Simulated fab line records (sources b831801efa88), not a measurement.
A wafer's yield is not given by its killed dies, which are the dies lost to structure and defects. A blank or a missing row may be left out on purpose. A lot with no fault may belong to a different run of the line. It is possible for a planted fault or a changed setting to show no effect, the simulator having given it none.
2 desks, one fault + flow gf180mcu + what lay behind the numbers comes last; until then each desk has only its own

== AT THE METROLOGY DESK ==
What the gauges read for every lot (on any tool): the sampled wafers with a number, averaged. A lot is out of limits, marked OUT, if its mean lies more than 4 standard deviations from the usual mean; the brackets give that distance.
Columns: A = TOP_METAL_ALCU_RS at GF_TOP_METAL_RS_MEAS_05, usual 0.0328 ohm/sq; B = TOP_METAL_ALCU_THK at GF_TOP_METAL_THK_MEAS_06, usual 891 nm; C = cd-nm at GF_TOP_METAL_CD_MEAS_14, usual 439.9 nm; D = TOP_METAL_OVL at GF_TOP_METAL_OVL_MEAS_15, usual -0.3 nm
| lot  | first seen here | A      | B   | C     | D    |
|------|-----------------|--------|-----|-------|------|
| L710 | day 28 04:40    | 0.0329 | 883 | 437.6 | 0.7  |
| L712 | day 29 00:56    | 0.0326 | 900 | 439.4 | -1.5 |
| L713 | day 29 06:10    | 0.0333 | 883 | 442.6 | 1.0  |
| L714 | day 29 07:59    | 0.0329 | 889 | 440.7 | -1.5 |
| L715 | day 29 23:40    | 0.0326 | 900 | 443.5 | -0.7 |
| L728 | day 33 03:31    | 0.0329 | 886 | 438.8 | -0.1 |
| L729 | day 33 10:57    | 0.0329 | 888 | 439.8 | -2.7 |
This desk's verdict: no lot among the 7 shows anything out of limits.

== DESK OF THE TOOL OWNER: plasma-asher-04 ==
The tool's own readings at GF_TOP_METAL_STRIP_17 (strips in O2/N2): means of the sampled wafers that have a number, for each lot that ran on this tool. A lot is out of limits, marked OUT, if its mean lies more than 4 standard deviations from the usual mean; the brackets give that distance.
Columns: A = chamber-pressure-mTorr at GF_TOP_METAL_STRIP_17, usual 1499.9 mTorr; B = drypump-motor-current-A at GF_TOP_METAL_STRIP_17, usual 5.48 A; C = heater-power-w at GF_TOP_METAL_STRIP_17, usual 326 W; D = n2-flow-sccm at GF_TOP_METAL_STRIP_17, usual 300.3 sccm; E = oes-product-au at GF_TOP_METAL_STRIP_17, usual 0.710 a.u.; F = strip-time-to-endpoint-s at GF_TOP_METAL_STRIP_17, usual 13.48 s
| lot  | first seen here | A      | B    | C   | D     | E     | F     |
|------|-----------------|--------|------|-----|-------|-------|-------|
| L710 | day 29 00:11    | 1499.3 | 5.33 | 330 | 301.0 | 0.711 | 13.46 |
| L729 | day 34 02:41    | 1498.4 | 5.35 | 334 | 299.8 | 0.714 | 13.44 |
This desk's verdict: no lot among the 2 shows anything out of limits.

== BROUGHT TOGETHER ==
Metrology desk: nothing out of limits seen.
Nothing out of limits was seen by the tool owner's desk.

== WHAT THE SIMULATOR HAD INSERTED ==
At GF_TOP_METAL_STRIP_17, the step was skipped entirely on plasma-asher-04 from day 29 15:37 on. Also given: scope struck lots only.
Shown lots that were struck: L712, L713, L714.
